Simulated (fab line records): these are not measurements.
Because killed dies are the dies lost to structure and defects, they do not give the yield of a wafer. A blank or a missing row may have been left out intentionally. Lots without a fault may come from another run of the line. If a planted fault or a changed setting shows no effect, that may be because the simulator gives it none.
Chamber matching ; flow sky130 ; SKY_VIA3_CMP_24 on cmp-02: 4 sister chambers
The step polishes, stops on SiO2, t overpolish 20 s, target thk 0 nm. 8 wafers are shown with their chamber, then 8 later ones without.

WAFERS WITH THEIR CHAMBER
wafer;chamber;motor current A (A);retaining ring pressure frac
L467.2;1;11.8;1.008
L467.4;2;10.1;0.996
L474.4;2;11.2;0.990
L474.5;0;11.5;1.006
L475.1;1;12.0;0.995
L475.3;0;12.1;1.004
L475.5;3;10.9;0.999
L477.3;3;11.3;0.996

WAFERS MISSING THEIR CHAMBER
wafer;motor current A (A);retaining ring pressure frac
L477.4;12.2;0.998
L477.6;10.6;1.003
L480.3;11.0;0.996
L480.5;11.5;0.999
L480.6;10.2;0.991
L481.2;10.4;1.009
L481.4;11.6;1.005
L481.6;10.4;1.006

WHICH CHAMBER EACH ONE RAN IN
wafer;from the rows above;in truth
L477.4;can't be placed: 1 or 0 or 3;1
L477.6;can't be placed: 3 or 2 or 0 or 1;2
L480.3;can't be placed: 3 or 2 or 1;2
L480.5;can't be placed: 3 or 1 or 0 or 2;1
L480.6;can't be placed: 2 or 3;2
L481.2;can't be placed: 3 or 0 or 2 or 1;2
L481.4;can't be placed: 0 or 1 or 3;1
L481.6;can't be placed: 3 or 2 or 0 or 1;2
Correct placement for 0 of the 8. From these rows, 8 cannot be placed; in 8 the true chamber is one of the candidates. Wrongly placed: 0.
How it was worked out, from the rows above alone: a wafer's distance from a chamber is the root of the sum, over the readings, of the square of ((its reading less the chamber's mean) divided by the reading's scatter). The wafer belongs to the nearest chamber; if the next one is less than 2 further off, it can't be placed. For every chamber, the mean is computed from those of its wafers that are shown. The scatter: the root of (the sum of the squares of (reading less its chamber's mean) over the shown wafers, divided by (wafers less chambers)).
